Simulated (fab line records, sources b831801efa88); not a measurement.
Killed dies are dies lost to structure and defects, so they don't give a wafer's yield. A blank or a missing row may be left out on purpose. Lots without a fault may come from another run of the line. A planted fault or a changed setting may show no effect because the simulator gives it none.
fab line records | flow gf180mcu | part 2 of 2: steps 28 to 37 of 37
record lots=5 wafers=15 last_day=34
route steps=602 shown M3@413 V3@429
lots that met no fault: from a run of the same line without faults
start_h: hours from the record's first day to the start of the lot's first wafer shown | wait_h: hours since the lot's step before | " the same as in the row above | L1.1+2: a row that stands for several wafers | - no value, or no start given | * or withheld: withheld | < > ~ a bound
route shown NAME@n: a module of which the file shows steps, and the number in the route of the first | usual: mean/standard deviation of fault-free wafers | same: alike in all rows | chamber/n: place in a boat | sites: the reading at each site | _std_site: their standard deviation | _edge_site: outer sites' mean less inner sites' | radius_mm: how far each site lies from the wafer's centre | mask NAME#n: copy n | behind: the tool/chamber that last shaped the wafer | hold: why the lot was held/for how many hours/how that ended | device: the transistor (n, p or np) that didn't switch | end of line: the same wafers' tests at the end of the route | a step without rows: its recipe alone | killed: dies lost to structure and defects at the first sort, not the wafer's yield | map: a wafer's dies, x killed, . not, _ none there
set.NAME: the setting as run; set.NAME@STEP: as run at that earlier step | model.NAME: the simulator's own value behind a step, which no gauge read
lots at some steps of the route; a table a step, a row a wafer
services: from which hour (start_h, from the record's first day; less than 0 if before it) a tool's chamber was out of use, for how many hours, and why
## steps
# step GF_V3_EXPOSE_11
# recipe mask_id=Via3 target_cd_nm=260 na=0.68 source_shape=conventional sigma_outer=0.6 dose_mj=38
# columns lot.wafer tool chamber start_h wait_h mask
L075.1+2+4 krf_scanner-02 0 - - Via3#0
L077.2+3+4 krf_scanner-02 0 - - Via3#0
L078.1+4+6 krf_scanner-02 0 - - Via3#0
L082.1+5+6 krf_scanner-02 0 - - Via3#0
L097.2+4+6 krf_scanner-01 0 - - Via3#0
# step GF_V3_PEB_12
# recipe peb_temp_c=135 peb_time_s=90 resist=KrF
# usual chill_plate_temp_C=22.99/0.1
# columns lot.wafer tool chamber start_h wait_h chill_plate_temp_C
L075.1 litho_track-02 0 - - 22.77
L075.2 " 0 " " 22.87
L075.4 " 0 " " 22.92
L077.2 litho_track-03 0 - - 23.08
L077.3 " 0 " " 22.94
L077.4 " 0 " " 22.87
L078.1 litho_track-02 0 - - 23.10
L078.4 " 0 " " 23.10
L078.6 " 0 " " 23.05
L082.1 litho_track-03 0 - - 22.97
L082.5 " 0 " " 22.89
L082.6 " 0 " " 23.10
L097.2 litho_track-03 0 - - 22.95
L097.4 " 0 " " 22.98
L097.6 " 0 " " 22.98
# step GF_V3_DEVELOP_13
# recipe develop_time_s=60 resist=KrF dev_temp_c=21
# usual chill_plate_temp_C=23.01/0.11
# columns lot.wafer tool chamber start_h wait_h chill_plate_temp_C
L075.1 litho_track-02 0 514.64 0.2 23.09
L075.2 " 0 " " 23.02
L075.4 " 0 " " 23.08
L077.2 litho_track-03 0 531.19 0.2 23.05
L077.3 " 0 " " 23.09
L077.4 " 0 " " 23.00
L078.1 litho_track-02 0 543.19 0.2 23.23
L078.4 " 0 " " 23.30
L078.6 " 0 " " 23.19
L082.1 litho_track-03 0 577.52 0.2 23.04
L082.5 " 0 " " 23.00
L082.6 " 0 " " 23.09
L097.2 litho_track-03 0 690.94 0.2 22.95
L097.4 " 0 " " 22.99
L097.6 " 0 " " 22.95
# step GF_V3_CD_MEAS_14
# recipe target_cd_nm=260
# usual cd_nm=260.3/1.2
# columns lot.wafer tool chamber start_h wait_h cd_nm
L075.1 cd_sem-01 - 514.79 0.1 258.2
L075.2 " - " " 259.0
L075.4 " - " " 259.8
L077.2 cd_sem-01 - 531.34 0.1 259.7
L077.3 " - " " 260.0
L077.4 " - " " 260.0
L078.1 cd_sem-02 - 543.34 0.1 259.8
L078.4 " - " " 260.1
L078.6 " - " " 259.8
L082.1 cd_sem-02 - 577.67 0.1 258.6
L082.5 " - " " 258.4
L082.6 " - " " 258.8
L097.2 cd_sem-02 - 691.08 0.1 260.4
L097.4 " - " " 259.8
L097.6 " - " " 258.2
# step GF_V3_OVL_MEAS_15
# usual V3_OVL=-3/5.7
# columns lot.wafer tool chamber start_h wait_h V3_OVL[nm]
L075.1 overlay-01 - 514.91 0.1 -6
L075.2 " - " " -4
L075.4 " - " " -7
L077.2 overlay-01 - 531.44 0.1 -3
L077.3 " - " " -7
L077.4 " - " " -9
L078.1 overlay-02 - 543.46 0.1 -5
L078.4 " - " " -3
L078.6 " - " " -7
L082.1 overlay-01 - 577.79 0.1 -9
L082.5 " - " " -11
L082.6 " - " " -6
L097.2 overlay-01 - 691.19 0.1 -9
L097.4 " - " " -7
L097.6 " - " " -6
# step GF_V3_ETCH_16
# recipe chemistry=N2/H2 target_depth_a=withheld overetch_a=withheld time_s=withheld target=BARC ion_energy_ev=200 source_w=500 bias_w=100 pressure_mtorr=30 n2_flow_sccm=100 h2_flow_sccm=200
# usual bias_w=100.0/0.33 drypump_motor_current_A=5.7/0.35 oes_product_au=0.853/0.0049 throttle_valve_pct=13.224/0.0087
# columns lot.wafer tool chamber start_h wait_h bias_w drypump_motor_current_A oes_product_au throttle_valve_pct
L075.1 rie_diel-02 1 514.94 0.0 99.7 5.4 0.853 13.234
L075.2 " 0 " " 100.6 5.6 0.853 13.216
L075.4 " 2 " " 99.6 5.5 0.853 13.227
L077.2 rie_diel-02 3 531.47 0.0 99.6 5.7 0.853 13.223
L077.3 " 2 " " 100.4 5.5 0.850 13.233
L077.4 " 0 " " 100.0 5.7 0.855 13.229
L078.1 rie_diel-01 3 543.49 0.0 100.3 5.4 0.855 13.225
L078.4 " 1 " " 100.4 5.4 0.854 13.231
L078.6 " 1 " " 99.7 5.4 0.856 13.219
L082.1 rie_diel-02 0 577.82 0.0 99.2 5.7 0.850 13.233
L082.5 " 3 " " 100.0 5.7 0.853 13.225
L082.6 " 0 " " 99.6 5.7 0.856 13.211
L097.2 rie_diel-01 3 691.22 0.0 99.6 5.3 0.860 13.216
L097.4 " 2 " " 99.9 6.3 0.860 13.221
L097.6 " 2 " " 100.0 6.3 0.858 13.218
# step GF_V3_ETCH_17
# recipe chemistry=C4F8/O2/Ar mask_material=KrF target=SiO2 stop_on=TiN source_w=1500 bias_w=1200 pressure_mtorr=40 c4f8_flow_sccm=withheld O2_flow_sccm=6 Ar_flow_sccm=300 time_s=withheld target_depth_a=6350
# usual bias_w=1200/3.6 oes_product_au=0.845/0.0046
# columns lot.wafer tool chamber start_h wait_h bias_w oes_product_au
L075.1 rie_diel-02 1 - - 1197 0.846
L075.2 " 0 " " 1199 0.846
L075.4 " 2 " " 1202 0.848
L077.2 rie_diel-02 3 - - 1199 0.844
L077.3 " 2 " " 1200 0.848
L077.4 " 0 " " 1198 0.838
L078.1 rie_diel-01 3 - - 1198 0.841
L078.4 " 1 " " 1199 0.846
L078.6 " 1 " " 1194 0.853
L082.1 rie_diel-02 0 - - 1201 0.843
L082.5 " 3 " " 1203 0.847
L082.6 " 0 " " 1203 0.846
L097.2 rie_diel-01 3 - - 1197 0.841
L097.4 " 2 " " 1204 0.845
L097.6 " 2 " " 1205 0.853
# step GF_V3_STRIP_18
# recipe chemistry=O2/N2 power_w=1400 pressure_mtorr=1500 platen_temp_c=250 o2_flow_sccm=3000 n2_flow_sccm=300 overash_fraction=0.5
# usual drypump_motor_current_A=5.7/0.33 heater_power_w=317/22 oes_product_au=0.593/0.0051
# columns lot.wafer tool chamber start_h wait_h drypump_motor_current_A heater_power_w oes_product_au rf_hours_counter_h
L075.1 plasma_asher-02 0 515.07 - 5.4 335 0.601 8
L075.2 " 1 " " 5.9 322 0.595 8
L075.4 " 1 " " 5.9 322 0.599 -
L077.2 plasma_asher-02 0 531.60 - 5.4 323 0.596 10
L077.3 " 0 " " 5.4 330 0.589 -
L077.4 " 1 " " 6.0 317 0.592 -
L078.1 plasma_asher-04 1 543.62 - 6.2 291 0.593 75
L078.4 " 0 " " 5.5 309 0.588 -
L078.6 " 1 " " 6.1 289 0.595 -
L082.1 plasma_asher-03 1 577.95 - 5.2 329 0.588 97
L082.5 " 1 " " 5.2 336 0.595 -
L082.6 " 0 " " 5.4 360 0.589 -
L097.2 plasma_asher-04 1 691.35 - 6.2 292 0.592 90
L097.4 " 0 " " 5.6 297 0.595 -
L097.6 " 0 " " 5.5 303 0.596 -
# step GF_V3_STRIP_19
# recipe chemistry=post_etch_residue_remover time_s=1200 temp_c=72.5
# columns lot.wafer tool chamber start_h wait_h
L075.1+2+4 wet_bench-04 1 515.17 0.1
L077.2+3+4 wet_bench-02 1 531.70 0.1
L078.1+4+6 wet_bench-02 1 543.72 0.1
L082.1+5+6 wet_bench-02 3 578.05 0.1
L097.2+4+6 wet_bench-02 2 691.45 0.1
# step GF_V3_CLEAN_20
# recipe chemistry=DIW dry=n2_spin
# columns lot.wafer tool chamber start_h wait_h
L075.1+2+4 wet_bench-02 1 515.51 0.0
L077.2+3+4 wet_bench-04 2 532.04 0.0
L078.1+4+6 wet_bench-04 1 544.06 0.0
L082.1+5+6 wet_bench-03 0 578.46 0.0
L097.2+4+6 wet_bench-04 1 691.79 0.0
## services
# columns tool chamber start_h hours kind
krf_scanner-02 - 484.84 1.0 pm
rie_diel-01 2 496.65 11.5 repair
krf_scanner-02 - 500.94 1.3 pm
cmp-02 - 513.09 3.8 pm
plasma_asher-04 - 516.74 2.0 repair
rie_diel-01 3 519.18 4.0 repair
krf_scanner-02 - 521.93 0.8 pm
cmp-02 - 530.57 5.1 repair
pvd_sputter-03 - 530.97 1.5 repair
wet_bench-01 - 534.85 5.2 repair
rie_diel-02 3 535.80 8.0 repair
cmp-02 - 572.00 4.0 pm
pvd_sputter-03 - 580.50 7.0 repair
krf_scanner-02 - 588.97 0.8 pm
rie_diel-02 1 589.34 3.4 repair
krf_scanner-02 - 591.20 4.0 pm
rie_diel-01 2 596.61 1.5 repair
krf_scanner-02 - 622.04 3.6 pm
rie_diel-02 2 627.23 6.3 repair
rie_diel-02 0 629.10 2.2 repair
krf_scanner-02 - 653.84 1.0 pm
rie_diel-01 2 666.38 5.3 repair
krf_scanner-02 - 676.84 1.3 pm
pvd_sputter-03 - 682.10 0.7 repair
